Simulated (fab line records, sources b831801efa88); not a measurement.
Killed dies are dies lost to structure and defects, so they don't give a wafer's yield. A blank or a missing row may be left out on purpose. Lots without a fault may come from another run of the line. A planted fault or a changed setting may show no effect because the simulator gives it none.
A struck lot beside a sound one | flow sky130 | 31 steps out of a route of 708
Sound: wafers L998.1, L998.4, L998.6. Struck: wafers L105.3, L105.5, L105.6. The cause comes at the end.
At each step with rows: each side's tool, then ch and its chambers, then its first start. Under that, the readings that differ: sound wafers | struck wafers | difference of the means | sigmas: that difference in standard deviations of wafers without a fault.
alike: readings whose means differ by less than 2 such deviations, and words and numbers that are the same on both sides. not compared: withheld readings, readings that some wafer has no value for, bounds like >300 that may hide the same value, and numbers for which the record gives no deviation and whose values overlap.
The two part at a step that has a row with sigmas, a row that says differs or no value, or rows on one side only. Numbers that don't overlap but have no deviation are shown without sigmas and don't part them. A reading that every wafer of one side lacks parts them only if that side has two wafers or more.

first, 1 step without rows for these wafers: SKY_NWELL_IMPLANT_13.
SKY_NWELL_STRIP_14: strips in O2/N2.
  sound on plasma_asher-03 ch 0,1, day 6 01:59; struck on plasma_asher-04 ch 0,1, day 8 05:31
  alike: chamber_pressure_mTorr, drypump_motor_current_A, oes_product_au, strip_time_to_endpoint_s
  not compared: rf_hours_counter_h
SKY_NWELL_TW_MEAS_15:
  sound on film_metro-01, day 6 02:05; struck on film_metro-04, day 8 05:36
  alike: NWELL_TW
then, 7 steps without rows for these wafers: SKY_NWELL_DEHYDRATE_16 (time 60 s); SKY_NWELL_HMDS_17 (prime time 60 s); SKY_NWELL_COAT_18 (resist thk 3000 nm); SKY_NWELL_SOFTBAKE_19; SKY_NWELL_EXPOSE_20 (exposes mask NWM COMPLEMENT, target cd 840 nm); SKY_NWELL_PEB_21; SKY_NWELL_DEVELOP_22 (develop time 60 s).
SKY_NWELL_OVL_MEAS_23:
  sound on overlay-01, day 6 20:34; struck on overlay-02, day 9 02:25
  alike: NWELL_01_OVL
then, 1 step without rows for these wafers: SKY_NWELL_IMPLANT_24.
SKY_NWELL_STRIP_25: strips in O2/N2.
  sound on plasma_asher-04 ch 1, day 6 20:45; struck on plasma_asher-04 ch 0,1, day 9 02:38
  no value came back on the struck wafers for chamber_pressure_mTorr (mTorr), drypump_motor_current_A (A), oes_product_au (a.u.), strip_time_to_endpoint_s (s); on the sound wafers chamber_pressure_mTorr (mTorr) reads 1499.7 1497.9 1500.1
  reading                                 | sound | struck         | difference | sigmas
  model.coat_of_NWELL_COAT_18.thk_nm (nm) | 0 0 0 | 2998 3002 2999 | +3000      |
  not compared: rf_hours_counter_h
SKY_NWELL_TW_MEAS_26:
  sound on film_metro-04, day 6 20:51; struck on film_metro-01, day 9 02:43
  alike: NWELL_2_TW
then, 1 step without rows for these wafers: SKY_NWELL_CLEAN_27 (cleans in SC1/SC2, time 150 s).
SKY_NWELL_RTA_28: time 30 s.
  sound on rtp_anneal-02 ch 0, day 6 20:58; struck on rtp_anneal-02 ch 0, day 9 02:50
  alike: chamber_o2_ppm, lamp_power_pct, wafer_temp_C_max
SKY_NWELL_RS_MEAS_29: measures by four-point-probe.
  sound on film_metro-02, day 6 21:04; struck on film_metro-04, day 9 02:57
  alike: NWELL_RS
SKY_NWELL_RS_MEAS_31: measures by four-point-probe.
  sound on film_metro-02, day 6 21:18; struck on film_metro-04, day 9 03:11
  alike: PWDE_RS
then, 7 steps without rows for these wafers: SKY_VT_ADJUST_HVTP_DEHYDRATE_00 (time 60 s); SKY_VT_ADJUST_HVTP_HMDS_01 (prime time 60 s); SKY_VT_ADJUST_HVTP_COAT_02 (resist thk 1140 nm); SKY_VT_ADJUST_HVTP_SOFTBAKE_03 (time 60 s); SKY_VT_ADJUST_HVTP_EXPOSE_04 (exposes mask HVTPM, target cd 380 nm); SKY_VT_ADJUST_HVTP_PEB_05; SKY_VT_ADJUST_HVTP_DEVELOP_06 (develop time 60 s).
SKY_VT_ADJUST_HVTP_CD_MEAS_07: target cd 380 nm.
  sound on cd_sem-01, day 7 15:55; struck on cd_sem-02, day 9 23:57
  alike: cd_nm
SKY_VT_ADJUST_HVTP_OVL_MEAS_08:
  sound on overlay-01, day 7 16:02; struck on overlay-01, day 10 00:02
  alike: VT_ADJUST_HVTP_OVL
then, 1 step without rows for these wafers: SKY_VT_ADJUST_HVTP_IMPLANT_09.
SKY_VT_ADJUST_HVTP_STRIP_10: strips in O2/N2.
  sound on plasma_asher-04 ch 0,1, day 7 16:13; struck on plasma_asher-04 ch 0,1, day 10 00:15
  reading                      | sound             | struck            | difference | sigmas
  oes_product_au (a.u.)        | 0.719 0.721 0.715 | 0.729 0.731 0.724 | +0.010     | +2
  strip_time_to_endpoint_s (s) | 14.19 14.17 14.20 | 58.74 58.74 58.72 | +44.55     | +99 or more
  alike: chamber_pressure_mTorr, drypump_motor_current_A
  not compared: rf_hours_counter_h
SKY_VT_ADJUST_HVTP_TW_MEAS_11:
  sound on film_metro-04, day 7 16:19; struck on film_metro-02, day 10 00:20
  reading           | sound          | struck   | difference | sigmas
  VT_ADJUST_HVTP_TW | 1366 1367 1368 | 30 30 30 | -1337      | -99 or more
then, 1 step without rows for these wafers: SKY_VT_ADJUST_LVTN_DEHYDRATE_00 (time 60 s).

WHERE THEY PART
First at SKY_NWELL_STRIP_25; last, within this record, at SKY_VT_ADJUST_HVTP_TW_MEAS_11.

WHY: what the simulator had put in
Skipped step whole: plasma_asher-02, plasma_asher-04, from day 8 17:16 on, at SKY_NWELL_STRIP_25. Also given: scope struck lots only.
